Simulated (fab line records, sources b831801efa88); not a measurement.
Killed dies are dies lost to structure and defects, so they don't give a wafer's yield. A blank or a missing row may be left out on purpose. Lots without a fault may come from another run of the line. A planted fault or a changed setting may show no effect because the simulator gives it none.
A struck lot beside a sound one | flow gf180mcu | 17 steps out of a route of 602
Sound: wafers L764.2, L764.3, L764.6. Struck: wafers L778.1, L778.2, L778.5. The cause comes at the end.
At each step with rows: each side's tool, then ch and its chambers, then its first start. Under that, the readings that differ: sound wafers | struck wafers | difference of the means | sigmas: that difference in standard deviations of wafers without a fault.
alike: readings whose means differ by less than 2 such deviations, and words and numbers that are the same on both sides. not compared: withheld readings, readings that some wafer has no value for, bounds like >300 that may hide the same value, and numbers for which the record gives no deviation and whose values overlap.
The two part at a step that has a row with sigmas, a row that says differs or no value, or rows on one side only. Numbers that don't overlap but have no deviation are shown without sigmas and don't part them. A reading that every wafer of one side lacks parts them only if that side has two wafers or more.

GF_M2_SPUTTER_00: material Ti, target thk 37.5 nm, time 150 s.
  sound on pvd_sputter-02, day 20 01:20; struck on pvd_sputter-01, day 25 03:02
  alike: throttle_valve_pct
GF_M2_SPUTTER_01: material TiN, target thk 30 nm, time 25 s.
  sound on pvd_sputter-02, day 20 01:26; struck on pvd_sputter-01, day 25 03:08
  alike: throttle_valve_pct
GF_M2_SPUTTER_02: material AlCu, target thk 450 nm, time 23.9 s.
  sound on pvd_sputter-02, day 20 01:28; struck on pvd_sputter-01, day 25 03:10
  alike: throttle_valve_pct
GF_M2_SPUTTER_03: material Ti, target thk 10 nm, time 6.7 s.
  sound on pvd_sputter-02, day 20 01:30; struck on pvd_sputter-01, day 25 03:12
  alike: throttle_valve_pct
GF_M2_SPUTTER_04: material TiN, target thk 50 nm, time 41.7 s.
  sound on pvd_sputter-02, day 20 01:31; struck on pvd_sputter-01, day 25 03:14
  alike: throttle_valve_pct
GF_M2_RS_MEAS_05: measures by four-point-probe.
  sound on film_metro-04, day 20 01:35; struck on film_metro-03, day 25 03:16
  alike: M2_ALCU_RS
GF_M2_THK_MEAS_06: measures by xrf.
  sound on film_metro-04, day 20 01:41; struck on film_metro-03, day 25 03:23
  alike: M2_ALCU_THK
then, 5 steps without rows for these wafers: GF_M2_DEHYDRATE_07 (time 60 s); GF_M2_HMDS_08 (prime time 60 s); GF_M2_COAT_09 (resist thk 988.9 nm); GF_M2_SOFTBAKE_10 (time 60 s); GF_M2_EXPOSE_11 (exposes mask Metal2, target cd 280 nm).
GF_M2_PEB_12: peb time 90 s.
  sound on litho_track-04 ch 0, day 21 01:34; struck on litho_track-02 ch 0, day 25 23:51
  alike: plate_temp_C
then, 1 step without rows for these wafers: GF_M2_DEVELOP_13 (develop time 60 s).
GF_M2_CD_MEAS_14: target cd 280 nm.
  sound on cd_sem-01, day 21 01:55; struck on cd_sem-01, day 26 00:12
  reading    | sound             | struck            | difference | sigmas
  cd_nm (nm) | 279.1 280.1 279.1 | 276.7 276.0 276.2 | -3.1       | -3
GF_M2_OVL_MEAS_15:
  sound on overlay-02, day 21 02:01; struck on overlay-02, day 26 00:19
  alike: M2_OVL
-- the record jumps here: 8 days lie between the struck wafers' starts before and after (it left off in module M2 and takes up again in module PASSIVATION, whose first step shown is number 602 of the route) --
GF_PASSIVATION_PROBE_99:
  the record has rows for the struck wafers here (prober-01, day 34 05:02) and none for the sound ones

WHERE THEY PART
First at GF_M2_CD_MEAS_14; last, within this record, at GF_PASSIVATION_PROBE_99.

WHY: what the simulator had put in
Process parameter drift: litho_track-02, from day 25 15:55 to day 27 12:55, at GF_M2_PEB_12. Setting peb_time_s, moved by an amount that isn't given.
